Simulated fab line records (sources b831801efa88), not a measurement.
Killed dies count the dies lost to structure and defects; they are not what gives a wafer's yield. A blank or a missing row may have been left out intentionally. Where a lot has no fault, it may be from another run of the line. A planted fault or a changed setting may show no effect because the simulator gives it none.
A struck lot beside a sound one    flow sky130    15 out of 708 route steps
Sound: these wafers, L898.2, L898.4, L898.6. Struck: wafers L910.5, L910.6 (left out: L910.3, a lot-mate that was not struck); the cause follows at the end.
At each step with rows: each side's tool, then ch and its chambers, then its first start. Under that, the readings that differ: sound wafers    struck wafers    difference of the means    sigmas: that difference in standard deviations of wafers without a fault.
alike: a reading whose means differ by less than 2 such deviations, as well as words and numbers matching on both sides. not compared: withheld readings; readings where some wafer has no value; bounds like >300 that might hide an equal value; numbers whose values overlap and for which the record gives no deviation.
Wherever a step has rows on one side only, a row that says differs or no value, or a row with sigmas, the two part there. When numbers do not overlap yet have no deviation, they are printed without sigmas and do not part them. A reading that every wafer of one side lacks parts them only if that side has two wafers or more.

first, 4 steps without rows for these wafers: SKY_VIA2_STRIP_16 (strips in O2/N2); SKY_VIA2_STRIP_17 (strips in post etch residue remover, time 1200 s); SKY_VIA2_CLEAN_18 (cleans in IPA, time 180 s); SKY_VIA2_CLEAN_19 (cleans in O3/DIW).
SKY_VIA2_SPUTTER_20: material TiN, target thk 20 nm, time 80 s.
  sound on pvd sputter-04 at day 37 12:47; struck on pvd sputter-02 at day 40 20:38
  alike: throttle valve pct
SKY_VIA2_CVD_21: deposits W, target thk 420 nm, time 126.4 s.
  sound on cvd w-01 ch 0,1, day 37 12:51; struck on cvd w-01 ch 0,1, day 40 20:44
  alike: heater power w
SKY_VIA2_RS_MEAS_22: measurement is done with a four-point probe.
  sound on film metro-04 at day 37 13:00; struck on film metro-02 at day 40 20:52
  alike: VIA2_W_RS
SKY_VIA2_THK_MEAS_23: measures by xrf.
  sound on film metro-04 at day 37 13:07; struck on film metro-02 at day 40 20:58
  alike: VIA2_W_THK
SKY_VIA2_CMP_24: polishes, stops on SiO2, t overpolish 20 s, target thk 0 nm.
  sound on cmp-01 ch 0,3, day 37 13:16; struck on cmp-02 ch 0,3, day 40 21:10
  alike: head pressure psi, motor current A, overpolish run s, slurry flow ml min, time to endpoint s
then, 2 steps without rows for these wafers: SKY_METAL3_SPUTTER_00 (material Ti, target thk 15 nm, time 10 s); SKY_METAL3_SPUTTER_01 (material TiN, target thk 20 nm, time 16.7 s).
SKY_METAL3_SPUTTER_02: material AlCu, target thk 735 nm, time 39.1 s.
  sound on pvd sputter-03 at day 37 13:37; struck on pvd sputter-01 at day 40 21:22
  alike: throttle valve pct
SKY_METAL3_SPUTTER_03: material Ti, target thk 5 nm, time 3.3 s.
  sound on pvd sputter-03 at day 37 13:39; struck on pvd sputter-01 at day 40 21:24
reading                                    sound            struck       difference  sigmas
model.Ti_of_METAL3_SPUTTER_03.thk nm (nm)  5.1 5.189 5.018  2.759 2.959  -2.243      
  alike: throttle valve pct
SKY_METAL3_SPUTTER_04: material TiN, target thk 70 nm, time 58.3 s.
  sound on pvd sputter-03 at day 37 13:40; struck on pvd sputter-01 at day 40 21:25
  alike: throttle valve pct
-- the record jumps here: 8 days lie between the struck wafers' starts before and after (it left off in module METAL3 and takes up again in module PAD_OPEN, whose first step shown is number 708 of the route) --
SKY_PAD_OPEN_PROBE_99:
  sound on prober-01 at day 46 17:02; struck on prober-02 at day 49 06:10
  alike: defect limited yield, killed_at_M0_to_M3, killed_at_M4_up, killed at contacts, killed at front end, killed at other, killed dies, killed open, killed short, sort_bin_3_pad_short, sort_bin_5_function, sort_bin_6_memory, sort n pass, sort yield pct

== WHERE THEY PART ==
Nowhere in this record.

WHY: what the simulator had put in
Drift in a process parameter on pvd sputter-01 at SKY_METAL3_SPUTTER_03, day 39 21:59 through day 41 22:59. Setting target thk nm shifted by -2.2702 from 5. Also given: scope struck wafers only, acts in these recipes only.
